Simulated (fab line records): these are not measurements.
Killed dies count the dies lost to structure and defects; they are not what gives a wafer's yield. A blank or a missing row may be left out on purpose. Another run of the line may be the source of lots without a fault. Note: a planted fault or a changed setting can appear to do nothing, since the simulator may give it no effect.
8D (eight disciplines) problem report, filled in by code / flow sky130 / the parts of the form that need people (team, actions taken, sign-off) are left out

## 1. THE PROBLEM
LDD_LDN_TW at SKY_LDD_LDN_TW_MEAS_13 reads a mean of 29 on 5 wafers of 3 lots; wafers without a fault read 1453 with a standard deviation of 11. So: -99 or more standard deviations from the usual mean.
Seen first at day 29 10:15 on film metro-04, wafer L132.1. Wafers with a number at this step in the record: 45, from 15 lots. Rule for "out", or "out of limits": more than 4 standard deviations from the usual mean. Any other wafer with a number is counted as sound.

## 2. WHAT IT IS, AND WHAT IT ISN'T
question=which readings at this step | is=LDD_LDN_TW | is not=-
question=which lots | is=L132, L133, L135 | is not=L115, L116, L119, L120, L121, L122, L123, L124, L125, L127, L130, L137
question=which wafers of those lots | is=L132.1, L133.1, L133.3, L135.1, L135.5 | is not=L132.2, L132.4, L133.6, L135.6
question=read on which gauges | is=film metro-03, film metro-04 | is not=film metro-02
question=when | is=from day 29 10:15 | is not=up to then (35 sound wafers); but 5 sound wafers of L133, L135, L137 came after

## 3. WHAT RULES OUT EACH SUSPECT
Counting: any tool at a process step up to the reading remains a suspect provided it ran every lot that is out. Sound lots after the first of them don't rule it out here, since some wafers of a struck lot are sound.
- the gauge at SKY_LDD_LDN_TW_MEAS_13: ruled out. Those wafers that are out were read across 2 gauges (film metro-03, film metro-04).
- litho track-04 at SKY_LDD_LDN_DEVELOP_06 (develop time 60 s): kept. Every lot that is out went through it, the first being L132 (day 29 09:22); the last sound lot it ran before that was L125 (day 27 03:10).
After counting, what remains is litho track-04 at SKY_LDD_LDN_DEVELOP_06.

## 4. THE CAUSE (what the simulator had put in)
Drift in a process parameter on litho track-04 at SKY_LDD_LDN_DEVELOP_06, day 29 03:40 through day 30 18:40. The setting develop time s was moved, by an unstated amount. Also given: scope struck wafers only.
The count eliminated every tool but this one.

## 5. SEQUENCE OF EFFECTS, ordered by route
Each row: a reading where the mean over the struck wafers with a number is more than 3 standard deviations away from the usual. Only readings whose record carries a usual standard deviation are examined. hours: median over the lots of the time between each lot's start at the first step of this table that gives one and its start at this step. sigmas: the change, counted in usual standard deviations.
hours=0; step=SKY_LDD_LDN_TW_MEAS_13; reading=LDD_LDN_TW; usual=1453; on struck wafers=29; change=-1424; sigmas=-99 or more

## 6. HOW IT WOULD HAVE BEEN CAUGHT EARLIER
Counted from the fault's start at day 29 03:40, it took 7 hours until the first out-of-limits reading at a measuring or inspecting step in this record, taken at day 29 10:15.
Tool readings at SKY_LDD_LDN_DEVELOP_06 with a usual standard deviation given in the record: none out on any struck wafer, hence no alarm at a limit of 4 standard deviations on them.
Of the lots that are out (3), L133, L135 began SKY_LDD_LDN_DEVELOP_06 on litho track-04 after day 29 10:15. A hold on the tool at that time would have spared those 2.
